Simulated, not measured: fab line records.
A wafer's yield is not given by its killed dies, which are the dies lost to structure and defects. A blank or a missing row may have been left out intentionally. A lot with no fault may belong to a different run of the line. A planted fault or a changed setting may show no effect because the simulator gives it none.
One fault through the eyes of 2 desks / flow gf180mcu / only its own numbers are on each desk; what lay behind them is given at the end

## TOOL OWNER'S DESK, implanter-01
For each lot that ran on this tool, the mean over its sampled wafers that have a number, from the tool's own readings at GF_NSD_IMPLANT_10. The brackets show how far a lot's mean lies from the usual mean; more than 4 standard deviations puts the lot out of limits, marked OUT.
Columns: A = beam-energy-keV at GF_NSD_IMPLANT_10, usual 40.001; B = tilt-deg at GF_NSD_IMPLANT_10, usual 6.997 degrees
lot=L715; first seen here=day 15 01:11; A=40.002; B=7.009
lot=L717; first seen here=day 15 06:43; A=40.000; B=6.999
lot=L722; first seen here=day 16 18:59; A=39.990; B=7.020
lot=L724; first seen here=day 17 18:10; A=43.558 (+99 or more) OUT; B=6.980
lot=L725; first seen here=day 17 19:22; A=43.557 (+99 or more) OUT; B=7.006
lot=L726; first seen here=day 18 03:31; A=43.549 (+99 or more) OUT; B=6.996
Finding of this desk: L724, L725, L726 out of limits; the first was L724 at day 17 18:10, on beam-energy-keV at GF_NSD_IMPLANT_10. L715, L717, L722 stayed within limits.

## METROLOGY DESK
What the gauges read for every lot (on any tool): the sampled wafers with a number, averaged. The brackets show how far a lot's mean lies from the usual mean; more than 4 standard deviations puts the lot out of limits, marked OUT.
Columns: A = MVPSD_RS at GF_VT_IMPLANT_RS_MEAS_49, usual 1167.3 ohm/sq; B = cd-nm at GF_HV_LDD_CD_MEAS_31, usual 400.1 nm
lot=L714; first seen here=day 8 03:41; A=1166.2; B=399.2
lot=L715; first seen here=day 8 09:59; A=1166.8; B=398.4
lot=L717; first seen here=day 8 22:20; A=1168.9; B=397.3
lot=L720; first seen here=day 9 17:25; A=1170.7; B=402.8
lot=L721; first seen here=day 10 00:18; A=1168.8; B=404.7
lot=L722; first seen here=day 10 07:02; A=1164.2; B=397.9
lot=L724; first seen here=day 10 20:46; A=1169.6; B=401.5
lot=L725; first seen here=day 11 03:15; A=1165.9; B=400.2
lot=L726; first seen here=day 11 07:52; A=1164.4; B=400.9
lot=L733; first seen here=day 13 07:26; A=1162.0; B=403.8
lot=L734; first seen here=day 13 13:13; A=1170.4; B=399.9
lot=L735; first seen here=day 13 16:46; A=1167.6; B=399.5
This desk found nothing out of limits on any of the 12 lots.

## BROUGHT TOGETHER
The tool owner's desk could have raised an alarm at day 17 18:10, on L724, L725, L726.
Nothing out of limits was seen by the metrology desk.
The metrology desk holds a record of L724, L725, L726, inside its limits.
The lots listed all ran GF_NSD_IMPLANT_10 on implanter-01.

## WHAT THE SIMULATOR HAD INSERTED
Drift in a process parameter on implanter-01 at GF_NSD_IMPLANT_10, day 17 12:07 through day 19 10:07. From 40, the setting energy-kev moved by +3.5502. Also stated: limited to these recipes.
Lots struck among those shown: L724, L725, L726.
Hours from the fault's start to each desk's first reading out of limits: the tool owner's desk, 6.
